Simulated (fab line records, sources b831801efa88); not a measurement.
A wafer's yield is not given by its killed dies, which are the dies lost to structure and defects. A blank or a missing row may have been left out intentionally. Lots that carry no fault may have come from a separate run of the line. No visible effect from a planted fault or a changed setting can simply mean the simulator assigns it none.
Comparing a struck lot with a sound one ; flow sky130 ; 44 steps out of a route of 708
Sound: wafers L785.1, L785.3, L785.6. The struck wafers were L796.1, L796.3, L796.4. The cause is given at the end.
For every step that has rows: the tool of each side, followed by ch and its chambers, followed by its first start. Under that, the readings that differ: sound wafers ; struck wafers ; difference of the means ; sigmas: that difference in standard deviations of wafers without a fault.
alike: words and numbers the same on both sides, and readings whose means are apart by under 2 such deviations; not compared: readings that were withheld, readings missing a value for some wafer, numbers with overlapping values and no deviation given by the record, and bounds like >300 which may hide the same value.
The two part at a step that has a row with sigmas, a row that says differs or no value, or rows on one side only. Numbers that have no deviation but don't overlap get no sigmas and don't part them. A reading that every wafer of one side lacks parts them only if that side has two wafers or more.

first, 8 steps without rows for these wafers: SKY_DNWELL_DEHYDRATE_00 (time 60 s); SKY_DNWELL_HMDS_01 (prime time 60 s); SKY_DNWELL_COAT_02 (resist thk 3000 nm); SKY_DNWELL_SOFTBAKE_03; SKY_DNWELL_EXPOSE_04 (exposes mask DNM, target cd 3000 nm); SKY_DNWELL_PEB_05; SKY_DNWELL_DEVELOP_06 (develop time 60 s); SKY_DNWELL_IMPLANT_07.
SKY_DNWELL_STRIP_08: strips in O2/N2.
  sound on plasma-asher-01 ch 1, day 3 14:42; struck on plasma-asher-04 ch 0,1, day 5 23:01
  alike: drypump-motor-current-A, oes-product-au, strip-time-to-endpoint-s
  not compared: rf-hours-counter-h
SKY_DNWELL_TW_MEAS_09:
  struck on film-metro-01, day 5 23:07; sound on film-metro-04, day 3 14:48
reading;sound;struck;difference;sigmas
DNWELL_TW;1131 1130 1131;1115 1108 1110;-20;-2
then, 2 steps without rows for these wafers: SKY_PWDE_DEHYDRATE_00 (time 60 s); SKY_PWDE_HMDS_01 (prime time 60 s).
SKY_PWDE_COAT_02: resist thk 3000 nm.
  sound on litho-track-01 ch 0, day 3 22:26; struck on litho-track-01 ch 0, day 6 08:02
reading;sound;struck;difference;sigmas
model.coat_of_PWDE_COAT_02.thk-nm (nm);3000 3004 2998;602.7 603 602.1;-2398.1;
  alike: chill-plate-temp-C, resist-line-temp-C
then, 3 steps without rows for these wafers: SKY_PWDE_SOFTBAKE_03; SKY_PWDE_EXPOSE_04 (exposes mask PWDEM, target cd 840 nm); SKY_PWDE_PEB_05.
SKY_PWDE_DEVELOP_06: develop time 60 s.
  sound: litho-track-02 ch 0; struck: litho-track-02 ch 0
reading;sound;struck;difference;sigmas
model.coat_of_PWDE_COAT_02.thk-nm (nm);2996 3000 2994;598.5 598.8 597.9;-2398.3;
  alike: chill-plate-temp-C, resist-line-temp-C
SKY_PWDE_OVL_MEAS_07:
  struck on overlay-01, day 6 18:03; sound on overlay-02, day 4 07:27
  alike: PWDE_OVL
following that, these wafers have no rows for 1 step: SKY_PWDE_IMPLANT_08.
SKY_PWDE_STRIP_09: strips in O2/N2.
  sound on plasma-asher-02 ch 0, day 4 07:38; struck on plasma-asher-02 ch 0,1, day 6 18:14
reading;sound;struck;difference;sigmas
oes-product-au (a.u.);0.725 0.723 0.722;0.582 0.588 0.585;-0.138;-34
strip-time-to-endpoint-s (s);36.91 36.96 36.88;8.39 8.39 8.38;-28.53;-99 or more
  alike: drypump-motor-current-A
  not compared: rf-hours-counter-h
SKY_PWDE_TW_MEAS_10:
  struck on film-metro-01, day 6 18:20; sound on film-metro-01, day 4 07:44
  alike: PWDE_TW
then, 7 steps without rows for these wafers: SKY_NWELL_DEHYDRATE_03 (time 60 s); SKY_NWELL_HMDS_04 (prime time 60 s); SKY_NWELL_COAT_05 (resist thk 3000 nm); SKY_NWELL_SOFTBAKE_06; SKY_NWELL_EXPOSE_07 (exposes mask NWM, target cd 840 nm); SKY_NWELL_PEB_08; SKY_NWELL_DEVELOP_09 (develop time 60 s).
SKY_NWELL_OVL_MEAS_10:
  struck on overlay-01, day 7 13:56; sound on overlay-01, day 5 00:19
  alike: NWELL_00_OVL
then, 3 steps without rows for these wafers: SKY_NWELL_IMPLANT_11; SKY_NWELL_IMPLANT_12; SKY_NWELL_IMPLANT_13.
SKY_NWELL_STRIP_14: strips in O2/N2.
  sound on plasma-asher-02 ch 0,1, day 5 00:48; struck on plasma-asher-02 ch 0,1, day 7 14:26
  alike: drypump-motor-current-A, oes-product-au, strip-time-to-endpoint-s
  not compared: rf-hours-counter-h
SKY_NWELL_TW_MEAS_15:
  struck on film-metro-04, day 7 14:32; sound on film-metro-03, day 5 00:54
  alike: NWELL_TW
then, 7 steps without rows for these wafers: SKY_NWELL_DEHYDRATE_16 (time 60 s); SKY_NWELL_HMDS_17 (prime time 60 s); SKY_NWELL_COAT_18 (resist thk 3000 nm); SKY_NWELL_SOFTBAKE_19; SKY_NWELL_EXPOSE_20 (exposes mask NWM COMPLEMENT, target cd 840 nm); SKY_NWELL_PEB_21; SKY_NWELL_DEVELOP_22 (develop time 60 s).
SKY_NWELL_OVL_MEAS_23:
  struck on overlay-01, day 8 10:56; sound on overlay-02, day 5 18:20
  alike: NWELL_01_OVL
SKY_NWELL_TW_MEAS_26:
  struck on film-metro-01, day 8 11:14; sound on film-metro-01, day 5 18:38
reading;sound;struck;difference;sigmas
NWELL_2_TW;493 491 490;508 508 511;+18;+5
following that, these wafers have no rows for 1 step: SKY_PAD_OPEN_PROBE_99.

== WHERE THEY PART ==
Last at SKY_NWELL_TW_MEAS_26 as far as this record goes, first at SKY_DNWELL_TW_MEAS_09.

WHY: whatever the simulator had introduced
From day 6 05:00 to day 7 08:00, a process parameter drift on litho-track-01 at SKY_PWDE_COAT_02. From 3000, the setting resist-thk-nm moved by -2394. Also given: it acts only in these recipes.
